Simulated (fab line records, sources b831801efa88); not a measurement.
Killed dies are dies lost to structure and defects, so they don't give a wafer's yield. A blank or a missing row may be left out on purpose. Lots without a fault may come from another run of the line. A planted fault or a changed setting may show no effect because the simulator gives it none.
fab line records | flow gf180mcu
record lots=5 wafers=15 last_day=34
route steps=602 shown V5@566 TOP_METAL@567
lots that met no fault: from a run of the same line without faults
start_h: hours from the record's first day to the start of the lot's first wafer shown | wait_h: hours since the lot's step before | " the same as in the row above | L1.1+2: a row that stands for several wafers | - no value, or no start given | * or withheld: withheld | < > ~ a bound
route shown NAME@n: a module of which the file shows steps, and the number in the route of the first | usual: mean/standard deviation of fault-free wafers | same: alike in all rows | chamber/n: place in a boat | sites: the reading at each site | _std_site: their standard deviation | _edge_site: outer sites' mean less inner sites' | radius_mm: how far each site lies from the wafer's centre | mask NAME#n: copy n | behind: the tool/chamber that last shaped the wafer | hold: why the lot was held/for how many hours/how that ended | device: the transistor (n, p or np) that didn't switch | end of line: the same wafers' tests at the end of the route | a step without rows: its recipe alone | killed: dies lost to structure and defects at the first sort, not the wafer's yield | map: a wafer's dies, x killed, . not, _ none there
set.NAME: the setting as run; set.NAME@STEP: as run at that earlier step | model.NAME: the simulator's own value behind a step, which no gauge read
lots at some steps of the route; a table a step, a row a wafer
services: from which hour (start_h, from the record's first day; less than 0 if before it) a tool's chamber was out of use, for how many hours, and why
## steps
# step GF_V5_CMP_26
# recipe stop_on=SiO2 down_force_psi=3.5 platen_rpm=60 t_overpolish_s=15 target_thk_nm=0 pad_velocity_m_s=0.94248
# usual motor_current_A=11.3/0.81 overpolish_run_s=15.000/0.009 time_to_endpoint_s=83/4
# columns lot.wafer tool chamber start_h wait_h motor_current_A overpolish_run_s time_to_endpoint_s
L346.2 cmp-01 0 648.16 0.0 11.5 15.002 82
L346.6 " 0 " " 10.7 15.000 79
L346.5 " 1 " " 9.6 14.998 87
L347.2 cmp-01 2 659.78 0.0 11.1 14.992 91
L347.3 " 3 " " 10.9 15.005 84
L347.4 " 0 " " 10.4 15.000 76
L350.1 cmp-01 0 686.70 0.1 11.1 15.016 80
L350.2 " 2 " " 11.5 15.001 90
L350.6 " 0 " " 11.3 14.998 80
L357.4 cmp-02 3 728.74 0.2 11.6 15.018 83
L357.6 " 0 " " 11.9 15.005 89
L357.5 " 1 " " 12.2 14.990 82
L366.4 cmp-02 1 788.24 0.1 12.4 14.992 80
L366.2 " 3 " " 11.8 15.015 81
L366.6 " 1 " " 12.2 15.005 81
# step GF_TOP_METAL_SPUTTER_00
# recipe material=Ti target_thk_nm=37.5 arriving_ion_energy_ev=80 substrate_temp_c=200 chamber_pressure_pa=2 power_w=4000 time_s=150
# usual cathode_dc_power_W=4000.1/0.77 throttle_valve_pct=29.7/0.91
# same time_s=150
# columns lot.wafer tool chamber start_h wait_h cathode_dc_power_W throttle_valve_pct
L346.2 pvd_sputter-04 - 648.46 0.2 3998.7 29.2
L346.5 " - " " 3999.2 30.1
L346.6 " - " " 4000.4 29.4
L347.2 pvd_sputter-04 - 660.08 0.2 3998.2 29.3
L347.3 " - " " 4000.0 30.0
L347.4 " - " " 3999.9 30.4
L350.1 pvd_sputter-03 - 687.00 0.2 4000.6 30.2
L350.2 " - " " 4000.1 30.7
L350.6 " - " " 4000.5 30.6
L357.4 pvd_sputter-01 - 728.89 0.1 4000.7 31.4
L357.5 " - " " 4001.1 32.2
L357.6 " - " " 4000.4 31.3
L366.2 pvd_sputter-04 - 788.49 0.1 4000.8 29.1
L366.4 " - " " 4000.1 30.0
L366.6 " - " " 4000.3 29.1
# step GF_TOP_METAL_SPUTTER_01
# recipe material=TiN target_thk_nm=30 power_w=6500 time_s=25 chamber_pressure_pa=0.4
# usual cathode_dc_power_W=6499.9/1.2 throttle_valve_pct=29.7/0.88
# same time_s=25
# columns lot.wafer tool chamber start_h wait_h cathode_dc_power_W throttle_valve_pct
L346.2 pvd_sputter-04 - 648.56 0.1 6499.1 29.1
L346.5 " - " " 6499.8 30.1
L346.6 " - " " 6499.0 29.3
L347.2 pvd_sputter-04 - 660.18 0.1 6499.7 29.2
L347.3 " - " " 6499.4 30.2
L347.4 " - " " 6498.8 30.1
L350.1 pvd_sputter-03 - 687.10 0.1 6498.5 30.2
L350.2 " - " " 6501.1 30.2
L350.6 " - " " 6499.4 30.4
L357.4 pvd_sputter-01 - 728.99 0.1 6501.5 31.3
L357.5 " - " " 6499.2 32.2
L357.6 " - " " 6499.0 31.6
L366.2 pvd_sputter-04 - 788.59 0.1 6498.1 28.9
L366.4 " - " " 6500.4 30.6
L366.6 " - " " 6500.0 28.8
# step GF_TOP_METAL_SPUTTER_02
# recipe material=AlCu target_thk_nm=900 power_w=10600 chamber_pressure_pa=0.3 substrate_temp_c=250 gas=Ar time_s=47.82
# usual cathode_dc_power_W=10600/2 throttle_valve_pct=29.7/0.89
# same time_s=47.82
# columns lot.wafer tool chamber start_h wait_h cathode_dc_power_W throttle_valve_pct
L346.2 pvd_sputter-04 - 648.59 0.0 10599 28.9
L346.5 " - " " 10600 30.2
L346.6 " - " " 10602 29.0
L347.2 pvd_sputter-04 - 660.21 0.0 10599 29.2
L347.3 " - " " 10600 30.1
L347.4 " - " " 10598 30.0
L350.1 pvd_sputter-03 - 687.13 0.0 10601 30.4
L350.2 " - " " 10599 30.8
L350.6 " - " " 10596 30.5
L357.4 pvd_sputter-01 - 729.02 0.0 10602 31.2
L357.5 " - " " 10601 32.2
L357.6 " - " " 10599 31.5
L366.2 pvd_sputter-04 - 788.62 0.0 10604 28.9
L366.4 " - " " 10598 30.1
L366.6 " - " " 10602 28.7
# step GF_TOP_METAL_SPUTTER_03
# recipe material=Ti target_thk_nm=5 substrate_temp_c=300 chamber_pressure_pa=0.3 power_w=3000 time_s=3.3
# step GF_TOP_METAL_SPUTTER_04
# recipe material=TiN target_thk_nm=25 power_w=6500 time_s=20.8 chamber_pressure_pa=0.4
# step GF_TOP_METAL_RS_MEAS_05
# recipe thk_meas_gauge=four-point-probe reads=TiN_of_TOP_METAL_SPUTTER_04+Ti_of_TOP_METAL_SPUTTER_03+AlCu_of_TOP_METAL_SPUTTER_02+TiN_of_TOP_METAL_SPUTTER_01+Ti_of_TOP_METAL_SPUTTER_00
# usual TOP_METAL_ALCU_RS=0.0327/0.00034
# columns lot.wafer tool chamber start_h wait_h TOP_METAL_ALCU_RS[ohm/sq]
L346.2 film_metro-02 - 648.70 0.0 0.0326
L346.5 " - " " 0.0325
L346.6 " - " " 0.0325
L347.2 film_metro-01 - 660.32 0.0 0.0328
L347.3 " - " " 0.0326
L347.4 " - " " 0.0328
L350.1 film_metro-01 - 687.22 0.0 0.0330
L350.2 " - " " 0.0329
L350.6 " - " " 0.0328
L357.4 film_metro-01 - 729.17 0.1 0.0328
L357.5 " - " " 0.0327
L357.6 " - " " 0.0328
L366.2 film_metro-03 - 788.73 0.0 0.0333
L366.4 " - " " 0.0331
L366.6 " - " " 0.0333
# step GF_TOP_METAL_THK_MEAS_06
# recipe thk_meas_gauge=xrf reads=AlCu_of_TOP_METAL_SPUTTER_02
# usual TOP_METAL_ALCU_THK=905/14
# columns lot.wafer tool chamber start_h wait_h TOP_METAL_ALCU_THK[nm]
L346.2 film_metro-02 - 648.81 0.1 921
L346.5 " - " " 924
L346.6 " - " " 926
L347.2 film_metro-01 - 660.43 0.1 892
L347.3 " - " " 896
L347.4 " - " " 894
L350.1 film_metro-01 - 687.34 0.1 885
L350.2 " - " " 889
L350.6 " - " " 886
L357.4 film_metro-01 - 729.26 0.1 891
L357.5 " - " " 890
L357.6 " - " " 891
L366.2 film_metro-03 - 788.84 0.1 883
L366.4 " - " " 887
L366.6 " - " " 884
# step GF_TOP_METAL_DEHYDRATE_07
# recipe temp_c=200 time_s=60
# step GF_TOP_METAL_HMDS_08
# recipe prime_time_s=60 prime_temp_c=120
# step GF_TOP_METAL_COAT_09
# recipe resist=NOVOLAK spin_rpm=3000 resist_thk_nm=1500
# step GF_TOP_METAL_SOFTBAKE_10
# recipe temp_c=90 time_s=60 resist=NOVOLAK
# step GF_TOP_METAL_EXPOSE_11
# recipe mask_id=MetalTop target_cd_nm=440 na=0.6 source_shape=conventional sigma_outer=0.6 dose_mj=170
# usual exposure_dose_mJ_cm2=170.00/0.17 stage_vel_mm_s=499.99/0.25
# columns lot.wafer tool chamber start_h wait_h mask exposure_dose_mJ_cm2 stage_vel_mm_s
L346.2 iline_stepper-01 0 658.21 - MetalTop#0 169.81 499.53
L346.5 " 0 " " MetalTop#0 170.08 499.40
L346.6 " 0 " " MetalTop#0 169.97 499.53
L347.2 iline_stepper-01 0 670.21 - MetalTop#0 169.93 500.20
L347.3 " 0 " " MetalTop#0 169.94 500.11
L347.4 " 0 " " MetalTop#0 169.89 500.15
L350.1 iline_stepper-01 0 696.30 - MetalTop#0 170.06 499.88
L350.2 " 0 " " MetalTop#0 170.10 499.76
L350.6 " 0 " " MetalTop#0 170.09 500.03
L357.4 iline_stepper-02 0 737.78 - MetalTop#0 170.07 500.28
L357.5 " 0 " " MetalTop#0 170.00 499.96
L357.6 " 0 " " MetalTop#0 170.11 500.47
L366.2 iline_stepper-01 0 795.91 - MetalTop#0 154.41 499.81
L366.4 " 0 " " MetalTop#0 154.59 499.90
L366.6 " 0 " " MetalTop#0 154.42 500.26
# step GF_TOP_METAL_PEB_12
# recipe temp_c=withheld time_s=* resist=NOVOLAK
# step GF_TOP_METAL_DEVELOP_13
# recipe develop_time_s=60 dev_temp_c=23
# step GF_TOP_METAL_CD_MEAS_14
# recipe target_cd_nm=440
# usual cd_nm=440.0/2
# columns lot.wafer tool chamber start_h wait_h cd_nm
L346.2 cd_sem-02 - 667.56 0.1 440.6
L346.5 " - " " 439.5
L346.6 " - " " 439.8
L347.2 cd_sem-01 - 678.93 0.2 445.6
L347.3 " - " " 442.4
L347.4 " - " " 442.3
L350.1 cd_sem-02 - 705.00 0.1 438.6
L350.2 " - " " 439.7
L350.6 " - " " 441.5
L357.4 cd_sem-01 - 746.50 0.1 439.3
L357.5 " - " " 438.1
L357.6 " - " " 440.0
L366.2 cd_sem-02 - 803.17 0.1 381.9
L366.4 " - " " 330.8
L366.6 " - " " 321.7
# step GF_TOP_METAL_OVL_MEAS_15
# usual TOP_METAL_OVL=0.0/1.3
# columns lot.wafer tool chamber start_h wait_h TOP_METAL_OVL[nm]
L346.2 overlay-02 - 667.67 0.1 0.0
L346.5 " - " " -0.7
L346.6 " - " " 0.3
L347.2 overlay-02 - 679.04 0.1 0.1
L347.3 " - " " 0.9
L347.4 " - " " -1.0
L350.1 overlay-01 - 705.12 0.1 1.6
L350.2 " - " " 0.5
L350.6 " - " " 0.4
L357.4 overlay-01 - 746.58 0.1 1.8
L357.5 " - " " 1.3
L357.6 " - " " 2.3
L366.2 overlay-01 - 803.27 0.1 0.4
L366.4 " - " " 0.7
L366.6 " - " " 0.3
# step GF_TOP_METAL_METAL_ETCH_16
# recipe chemistry=Cl2/BCl3 mask_material=NOVOLAK target_depth_nm=1077.5 stop_on=SiO2 pressure_mtorr=8 icp_w=800 bias_w=140 Cl2_flow_sccm=80 bcl3_flow_sccm=40 time_s=179.6
# usual drypump_motor_current_A=5.7/0.48 mfc_cl2_sccm=79.97/0.24 oes_product_au=0.967/0.0063 throttle_valve_pct=28.257/0.011
# same time_s=179.6
# columns lot.wafer tool chamber start_h wait_h drypump_motor_current_A mfc_cl2_sccm oes_product_au rf_hours_counter_h throttle_valve_pct model.TOP_METAL.cd_nm
L346.2 rie_metal-04 0 667.70 0.0 5.1 79.83 0.973 5.7 28.255 440.1
L346.5 " 1 " " 5.7 80.21 0.976 - 28.237 431.4
L346.6 " 0 " " 5.0 80.15 0.973 - 28.253 438.3
L347.2 rie_metal-02 1 679.07 0.0 6.3 80.01 0.966 5.0 28.268 434
L347.3 " 0 " " 5.4 80.00 0.968 - 28.254 437.6
L347.4 " 1 " " 6.2 79.95 0.966 - 28.248 436.8
L350.1 rie_metal-03 0 705.15 0.0 6.1 79.93 0.956 6.0 28.274 428.7
L350.2 " 0 " " 6.2 80.14 0.972 - 28.264 436.6
L350.6 " 0 " " 6.1 79.78 0.966 - 28.253 432.7
L357.4 rie_metal-03 1 746.66 0.1 6.7 80.40 0.970 - 28.268 435.8
L357.5 " 1 " " 6.7 80.15 0.968 - 28.254 442.5
L357.6 " 0 " " 6.1 79.82 0.968 - 28.271 432.7
L366.2 rie_metal-02 0 803.30 0.0 5.4 79.99 0.969 10.0 28.276 379.3
L366.4 " 0 " " 5.4 79.69 0.957 - 28.268 328.9
L366.6 " 1 " " 6.2 80.19 0.959 - 28.269 321
# step GF_TOP_METAL_STRIP_17
# recipe chemistry=O2/N2 power_w=1400 pressure_mtorr=1500 platen_temp_c=250 o2_flow_sccm=3000 n2_flow_sccm=300 overash_fraction=0.5
# usual drypump_motor_current_A=5.6/0.43 heater_power_w=339/61 oes_product_au=0.710/0.0045 strip_time_to_endpoint_s=13.45/0.085
# columns lot.wafer tool chamber start_h wait_h drypump_motor_current_A heater_power_w oes_product_au rf_hours_counter_h strip_time_to_endpoint_s
L346.2 plasma_asher-01 1 667.93 0.2 5.6 303 0.704 112 13.52
L346.5 " 0 " " 5.7 340 0.708 - 13.45
L346.6 " 1 " " 5.6 309 0.705 - 13.41
L347.2 plasma_asher-02 0 679.24 0.1 6.2 280 0.709 57 13.52
L347.3 " 0 " " 6.2 282 0.705 - 13.37
L347.4 " 1 " " 5.2 397 0.705 - 13.48
L350.1 plasma_asher-02 1 705.50 0.3 5.2 388 0.711 60 13.58
L350.2 " 0 " " 6.2 272 0.713 60 13.58
L350.6 " 0 " " 6.2 286 0.705 - 13.58
L357.4 plasma_asher-01 0 746.81 0.1 5.7 335 0.718 - 13.46
L357.5 " 1 " " 5.5 301 0.724 - 13.47
L357.6 " 0 " " 5.7 329 0.703 - 13.49
L366.2 plasma_asher-01 1 803.48 0.1 5.6 300 0.705 6 13.26
L366.4 " 1 " " 5.6 296 0.714 - 13.23
L366.6 " 1 " " 5.5 301 0.704 - 13.45
## services
# columns tool chamber start_h hours kind
iline_stepper-02 - 627.11 3.0 repair
plasma_asher-02 - 627.27 12.7 repair
pvd_sputter-03 - 638.29 14.1 repair
plasma_asher-01 - 639.63 2.8 pm
iline_stepper-02 - 648.00 1.7 pm
iline_stepper-02 - 655.11 27.8 repair
plasma_asher-01 - 659.72 0.5 repair
iline_stepper-02 - 659.97 8.4 repair
iline_stepper-02 - 684.79 4.4 pm
cmp-01 - 698.23 0.8 repair
cmp-01 - 706.90 6.9 pm
iline_stepper-02 - 717.89 0.6 repair
cmp-01 - 719.98 5.0 repair
plasma_asher-02 - 720.32 0.4 repair
pvd_sputter-04 - 725.21 2.5 repair
rie_metal-03 0 726.80 6.0 repair
plasma_asher-01 - 733.75 9.0 pm
rie_metal-02 - 734.11 1.4 pm
rie_metal-03 - 735.32 2.8 pm
cmp-01 - 744.48 4.0 pm
cmp-01 - 762.48 4.0 pm
pvd_sputter-01 - 780.90 2.2 repair
pvd_sputter-03 - 790.74 0.6 repair
pvd_sputter-04 - 802.96 7.4 repair
## key
first_sign step=GF_TOP_METAL_EXPOSE_11 reading=exposure_dose_mJ_cm2 direction=down sigmas=92 usual=170.00 struck=154.48
effect step=GF_TOP_METAL_CD_MEAS_14 reading=cd_nm direction=down sigmas=48 usual=440.0 struck=344.8 through=control_loop
model_effect step=GF_TOP_METAL_METAL_ETCH_16 value=TOP_METAL.cd_nm without=435.9 struck=343.1
met_at GF_TOP_METAL_EXPOSE_11
struck_wafers L366.2,L366.4,L366.6
later_rows_left_out L366.4,L366.6
sort_left_out L366.2,L366.4,L366.6
loop_trim step=GF_TOP_METAL_EXPOSE_11 setting=dose lots=L366
onset_between 696.30 795.91
fault kind=process_parameter_drift tool=iline_stepper-01 chamber=- onset_h=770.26 steps=GF_TOP_METAL_EXPOSE_11 channel=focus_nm offset=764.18 spread_by_wafer=0.3 shape=step end_h=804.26
# sort_left_out: the simulated sort isn't trusted on such a fault, so these wafers' sort isn't shown, and their yield isn't known
# later_rows_left_out: the simulator's readings of these wafers behind a module that went badly wrong aren't trusted and aren't shown, but for the sort
# loop_trim: a control loop set the setting to another value than it would have without faults
